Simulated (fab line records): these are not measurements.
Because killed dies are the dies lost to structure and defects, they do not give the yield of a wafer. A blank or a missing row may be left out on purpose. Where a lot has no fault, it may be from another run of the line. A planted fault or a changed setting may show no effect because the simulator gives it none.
The tool behind it: which one?	flow gf180mcu	42 wafers from 14 lots sampled at 4 of the route's 602 steps

## WHAT EACH GAUGE READ, for each wafer
GF_DNWELL_TW_MEAS_09. Usual: for DNWELL_TW the level is 1345 and the standard deviation is 12.
lot	measured	on	DNWELL_TW	flag
L147	day 2 21:01	filmMetro-04	1330 1327 1331	
L149	day 3 04:34	filmMetro-02	1333 1336 1335	
L154	day 4 07:59	filmMetro-03	1358 1366 1363	
L155	day 4 13:56	filmMetro-03	1353 1353 1353	
L156	day 4 18:35	filmMetro-04	1350 1354 1353	
L161	day 5 22:02	filmMetro-03	1363 1363 1362	
L162	day 6 03:07	filmMetro-02	1329 1333 1337	
L163	day 6 07:56	filmMetro-04	1345 1354 1351	
L165	day 6 18:50	filmMetro-02	1341 1335 1338	
L166	day 7 00:02	filmMetro-02	1348 1356 1346	
L167	day 7 04:40	filmMetro-03	1376 1368 1372	
L168	day 7 09:19	filmMetro-02	1335 1334 1343	
L169	day 7 14:16	filmMetro-04	1333 1327 1334	
L170	day 7 20:50	filmMetro-02	1334 1329 1332	

GF_POLY_GATE_CD_MEAS_10: the cd target is 280 nm. Usual: cdNm 280.0 nm, standard deviation 1.3.
lot	measured	on	cdNm (nm)	flag
L147	day 9 06:22	cdSem-02	279.9 279.0 280.3	
L149	day 9 15:56	cdSem-02	283.2 283.4 284.2	
L154	day 11 08:32	cdSem-01	279.1 279.9 279.8	
L155	day 11 13:01	cdSem-01	279.5 279.5 279.3	
L156	day 11 20:12	cdSem-02	280.7 278.8 279.3	
L161	day 13 09:36	cdSem-01	281.8 282.3 281.6	
L162	day 13 16:05	cdSem-02	281.0 280.1 280.1	
L163	day 13 23:19	cdSem-01	280.4 279.0 280.1	
L165	day 14 12:59	cdSem-02	280.6 282.5 283.1	
L166	day 14 21:34	cdSem-02	279.9 280.0 280.3	
L167	day 15 06:17	cdSem-01	281.5 281.1 280.9	
L168	day 15 07:40	cdSem-01	280.8 280.8 281.9	
L169	day 15 16:37	cdSem-02	278.8 280.5 278.3	
L170	day 16 01:14	cdSem-01	279.0 279.8 279.0	

## WHICH TOOL RAN EACH LOT (tool, then ch and the chambers of the sampled wafers, then the start)
lot	GF_VT_IMPLANT_STRIP_09	GF_DUAL_GATE_OXIDATION_02
L147	plasmaAsher-04 ch 0,1, day 5 16:25	furnace-02 ch 0, day 7 16:20
L149	plasmaAsher-04 ch 0,1, day 6 03:21	furnace-01 ch 0, day 8 02:17
L154	plasmaAsher-03 ch 0,1, day 7 11:40	furnace-02 ch 0, day 9 14:08
L155	plasmaAsher-03 ch 0,1, day 7 16:41	furnace-01 ch 0, day 9 19:05
L156	plasmaAsher-02 ch 0,1, day 7 21:23	furnace-02 ch 0, day 10 02:20
L161	plasmaAsher-03 ch 0,1, day 9 06:14	furnace-01 ch 0, day 11 14:57
L162	plasmaAsher-04 ch 0,1, day 9 10:27	furnace-01 ch 0, day 11 19:02
L163	plasmaAsher-03 ch 0,1, day 9 18:01	furnace-01 ch 0, day 12 02:01
L165	plasmaAsher-02 ch 0,1, day 10 06:55	furnace-01 ch 0, day 12 15:13
L166	plasmaAsher-04 ch 0,1, day 10 13:02	furnace-01 ch 0, day 13 00:37
L167	plasmaAsher-03 ch 0,1, day 10 20:41	furnace-02 ch 0, day 13 07:53
L168	plasmaAsher-02 ch 0,1, day 10 23:18	furnace-02 ch 0, day 13 09:20
L169	plasmaAsher-04 ch 0, day 11 06:05	furnace-01 ch 0, day 13 17:44
L170	plasmaAsher-02 ch 0,1, day 11 14:02	furnace-01 ch 0, day 14 01:50
- GF_VT_IMPLANT_STRIP_09: strips in O2/N2.
- GF_DUAL_GATE_OXIDATION_02: stabilise 600 s, purge 300 s, target thk 10.887 nm.

## AS READ BY THE TOOLS THEMSELVES (means over the sampled wafers that have a number; for cases with no such wafer, the mark the record gives instead)
GF_VT_IMPLANT_STRIP_09. Usual: drypumpMotorCurrentA 5.51 A, standard deviation 0.26; heaterPowerW 336 W, standard deviation 28; oesProductAu 0.716 a.u., standard deviation 0.0047; stripTimeToEndpointS 12.64 s, standard deviation 0.039.
lot	tool	drypumpMotorCurrentA (A)	heaterPowerW (W)	oesProductAu (a.u.)	stripTimeToEndpointS (s)	flag
L147	plasmaAsher-04	5.25	317	0.714	12.65	
L149	plasmaAsher-04	5.29	310	0.714	12.63	
L154	plasmaAsher-03	5.67	343	0.712	12.65	
L155	plasmaAsher-03	5.69	348	0.716	12.67	
L156	plasmaAsher-02	5.37	339	0.713	12.71	
L161	plasmaAsher-03	5.69	349	0.713	12.63	
L162	plasmaAsher-04	5.30	314	0.714	12.63	
L163	plasmaAsher-03	5.68	352	0.712	12.65	
L165	plasmaAsher-02	5.39	343	0.710	12.58	
L166	plasmaAsher-04	5.27	318	0.718	12.62	
L167	plasmaAsher-03	5.82	368	0.723	12.57	
L168	plasmaAsher-02	5.51	324	0.720	12.66	
L169	plasmaAsher-04	5.30	310	0.717	12.68	
L170	plasmaAsher-02	5.35	338	0.713	12.57	

GF_DUAL_GATE_OXIDATION_02. Usual: spikeTcLowerC 900.2 C, standard deviation 1.1; spikeTcUpperC 900.5 C, standard deviation 0.98; tubeCenterTempC 899.99 C, standard deviation 0.086; tube_center_temp_C_max 902.3, standard deviation 0.4; zonePowerCentrePct 19.2 %, standard deviation 1.1.
lot	tool	spikeTcLowerC (C)	spikeTcUpperC (C)	tubeCenterTempC (C)	tube_center_temp_C_max	zonePowerCentrePct (%)	flag
L147	furnace-02	900.7	901.1	900.05	902.6	17.7	
L149	furnace-01	899.7	900.8	899.97	902.1	20.0	
L154	furnace-02	902.0	903.2	902.68	904.8	17.9	OFF
L155	furnace-01	900.7	899.5	899.97	902.6	20.1	
L156	furnace-02	903.7	902.7	902.63	905.2	17.6	OFF
L161	furnace-01	900.8	899.8	899.93	902.2	20.0	
L162	furnace-01	900.9	899.9	900.00	901.9	19.8	
L163	furnace-01	899.1	900.6	899.94	902.4	20.1	
L165	furnace-01	900.8	901.5	899.98	902.1	20.1	
L166	furnace-01	900.7	900.8	899.82	901.9	20.0	
L167	furnace-02	900.5	900.7	900.11	902.4	17.7	
L168	furnace-02	900.6	901.0	900.12	902.3	17.8	
L169	furnace-01	901.3	900.4	900.09	902.5	19.9	
L170	furnace-01	899.9	900.1	900.03	902.5	20.0	

## THE ANSWER, worked out from the rows above alone
Rule: lot off if the mean of its wafers having a number is beyond 3 standard deviations from the usual mean. Also off: a lot with no number at a reading for which 4 or more lots have one. Any other lot the step has rows for is counted as sound. The gauges are gone through in route order, then the tools' own readings, and for those a lot's mean is taken as printed above. The first step at which some lot is off is used, and at that step the reading that is off furthest; a lot without a number counts as furthest.
Off, at GF_DUAL_GATE_OXIDATION_02 on tubeCenterTempC: L154, L156.
If a tool, at that step or one of the process steps before it, ran each lot that is off and ran no sound lot following the first of them, it fits. Not one of the candidates tried fits.

## WHAT THE SIMULATOR HAD PUT IN
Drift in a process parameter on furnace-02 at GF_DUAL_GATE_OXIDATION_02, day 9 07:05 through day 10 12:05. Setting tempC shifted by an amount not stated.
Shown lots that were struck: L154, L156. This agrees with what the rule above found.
